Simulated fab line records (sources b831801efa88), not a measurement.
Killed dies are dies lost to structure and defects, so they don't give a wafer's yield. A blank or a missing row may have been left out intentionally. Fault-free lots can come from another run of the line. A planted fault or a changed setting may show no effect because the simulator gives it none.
Which tool was responsible?	flow gf180mcu	39 wafers from 13 lots sampled at 4 of the route's 602 steps

== WHAT EACH GAUGE READ, for each wafer ==
GF_CONTACT_BOW_MEAS_05.
lot	measured	on	CONTACT_BOW (um)
L693	day 15 10:19	film-metro-01	61 68 60
L694	day 15 18:26	film-metro-03	85 74 67
L696	day 16 13:34	film-metro-04	69 64 76
L698	day 17 08:22	film-metro-04	69 71 74
L699	day 17 15:11	film-metro-03	62 70 80
L700	day 18 05:05	film-metro-01	77 66 72
L701	day 18 10:40	film-metro-03	73 62 68
L702	day 18 19:46	film-metro-01	83 59 69
L703	day 19 06:42	film-metro-01	60 67 67
L704	day 19 14:52	film-metro-03	64 65 57
L705	day 19 17:40	film-metro-04	75 77 60
L708	day 21 04:03	film-metro-01	81 60 67
L709	day 21 06:40	film-metro-03	66 71 76

GF_M1_THK_MEAS_06: measures by xrf.
lot	measured	on	M1_ALCU_THK (nm)
L693	day 16 09:37	film-metro-04	450 451 453
L694	day 16 18:26	film-metro-04	451 446 447
L696	day 17 14:24	film-metro-01	446 448 449
L698	day 18 09:22	film-metro-01	449 447 443
L699	day 18 16:26	film-metro-02	454 453 450
L700	day 19 06:36	film-metro-02	460 451 454
L701	day 19 16:04	film-metro-02	452 448 449
L702	day 19 21:55	film-metro-02	457 462 454
L703	day 20 08:35	film-metro-01	447 447 454
L704	day 20 17:21	film-metro-02	444 449 447
L705	day 20 19:35	film-metro-01	447 449 444
L708	day 22 05:12	film-metro-04	452 451 452
L709	day 22 08:20	film-metro-02	457 456

== EACH LOT AND THE TOOL THAT RAN IT (in order: tool; ch and the chambers of the sampled wafers; start) ==
lot	GF_HV_LDD_ETCHBACK_58	GF_CONTACT_CMP_27
L693	rie-diel-01 ch 1,2,3, day 12 18:44	cmp-02 ch 0,3, day 16 08:58
L694	rie-diel-01 ch 1,2, day 13 01:05	cmp-01 ch 0,2, day 16 17:47
L696	rie-diel-03 ch 0,1,3, day 13 18:31	cmp-01 ch 1,2, day 17 13:45
L698	rie-diel-03 ch 0,2, day 14 12:16	cmp-01 ch 0,3, day 18 08:43
L699	rie-diel-03 ch 2,3, day 14 18:55	cmp-01 ch 1,2, day 18 15:47
L700	rie-diel-03 ch 1,2, day 15 07:08	cmp-01 ch 1,2, day 19 06:01
L701	rie-diel-04 ch 1,2,3, day 15 12:35	cmp-02 ch 0,1, day 19 15:28
L702	rie-diel-01 ch 0,3, day 15 21:46	cmp-01 ch 0,2,3, day 19 21:22
L703	rie-diel-01 ch 0,1,2, day 16 06:53	cmp-02 ch 0,1,3, day 20 08:04
L704	rie-diel-03 ch 0,2, day 16 09:08	cmp-02 ch 0,1,3, day 20 16:45
L705	rie-diel-04 ch 2,3, day 16 17:16	cmp-01 ch 0,1,3, day 20 19:01
L708	rie-diel-01 ch 0,1, day 18 01:47	cmp-01 ch 0,3, day 22 04:34
L709	rie-diel-04 ch 0,2,3, day 18 04:59	cmp-02 ch 0,2,3, day 22 07:41
- GF_HV_LDD_ETCHBACK_58: etches Si3N4 in CH3F/O2, stops on SiO2, time 100 s, target depth 90 nm.
- GF_CONTACT_CMP_27: polishes, stops on SiO2, t overpolish 15 s, target thk 0 nm.

== AS READ BY THE TOOLS THEMSELVES (means over the sampled wafers that have a number; for cases with no such wafer, the mark the record gives instead) ==
GF_HV_LDD_ETCHBACK_58.
lot	tool	O2_flow_sccm (sccm)	drypump-motor-current-A (A)	oes-product-au (a.u.)	throttle-valve-pct (%)
L693	rie-diel-01	30.13	6.3	0.841	10.547
L694	rie-diel-01	29.94	6.3	0.846	10.558
L696	rie-diel-03	29.97	5.5	0.840	10.562
L698	rie-diel-03	29.87	5.4	0.844	10.561
L699	rie-diel-03	30.03	5.7	0.858	10.558
L700	rie-diel-03	29.94	6.1	0.845	10.574
L701	rie-diel-04	29.98	6.0	0.846	10.556
L702	rie-diel-01	29.99	6.1	0.847	10.560
L703	rie-diel-01	30.02	6.0	0.847	10.558
L704	rie-diel-03	29.99	5.7	0.840	10.560
L705	rie-diel-04	29.98	5.7	0.841	10.563
L708	rie-diel-01	30.01	5.9	0.842	10.555
L709	rie-diel-04	29.91	5.4	0.850	10.564

GF_CONTACT_CMP_27.
lot	tool	head-pressure-psi (psi)	motor-current-A (A)	overpolish-run-s (s)	time-to-endpoint-s (s)
L693	cmp-02	3.504	11.1	14.996	69
L694	cmp-01	3.499	12.3	15.002	68
L696	cmp-01	3.505	12.3	15.001	68
L698	cmp-01	3.504	12.3	15.001	73
L699	cmp-01	3.496	12.2	15.005	70
L700	cmp-01	3.505	12.5	14.992	69
L701	cmp-02	3.501	11.5	15.005	69
L702	cmp-01	3.491	12.6	15.001	72
L703	cmp-02	3.498	11.2	14.999	73
L704	cmp-02	3.493	11.6	14.998	70
L705	cmp-01	3.505	11.7	14.993	74
L708	cmp-01	3.490	12.1	15.002	74
L709	cmp-02	2.758	9.3	10.022	89

== THE ANSWER, worked out from the rows above alone ==
Rule: usual is defined by the lots themselves. The widest of any qualifying gaps counts: lots, ordered by their means at a reading, are off when they make up no more than a third of the lots, leave a main group of 4 or more, and stand apart from it by 3 or more times the standard deviation of that group's means. Not used: any main group whose means are identical at the precision the tables above print for the reading. A lot without any number at a reading at which 4 lots or more have one is off too. Where the step has rows for the other lots, those lots are counted as sound. The gauges are gone through in route order, then the tools' own readings, and for those a lot's mean is taken as printed above. The first step at which some lot is off is used, and at that step the reading that is off furthest; a lot without a number counts as furthest.
Off: L709 (GF_CONTACT_CMP_27, overpolish-run-s). The main group has a mean of 15.000 s with a standard deviation of 0.004.
A tool fits if, at that step or a process step before it, it ran every lot that is off, and no sound lot after the first of them. Undecided on this evidence; 2 tools fit (rie-diel-04 at GF_HV_LDD_ETCHBACK_58, cmp-02 at GF_CONTACT_CMP_27).

== WHAT THE SIMULATOR PUT IN ==
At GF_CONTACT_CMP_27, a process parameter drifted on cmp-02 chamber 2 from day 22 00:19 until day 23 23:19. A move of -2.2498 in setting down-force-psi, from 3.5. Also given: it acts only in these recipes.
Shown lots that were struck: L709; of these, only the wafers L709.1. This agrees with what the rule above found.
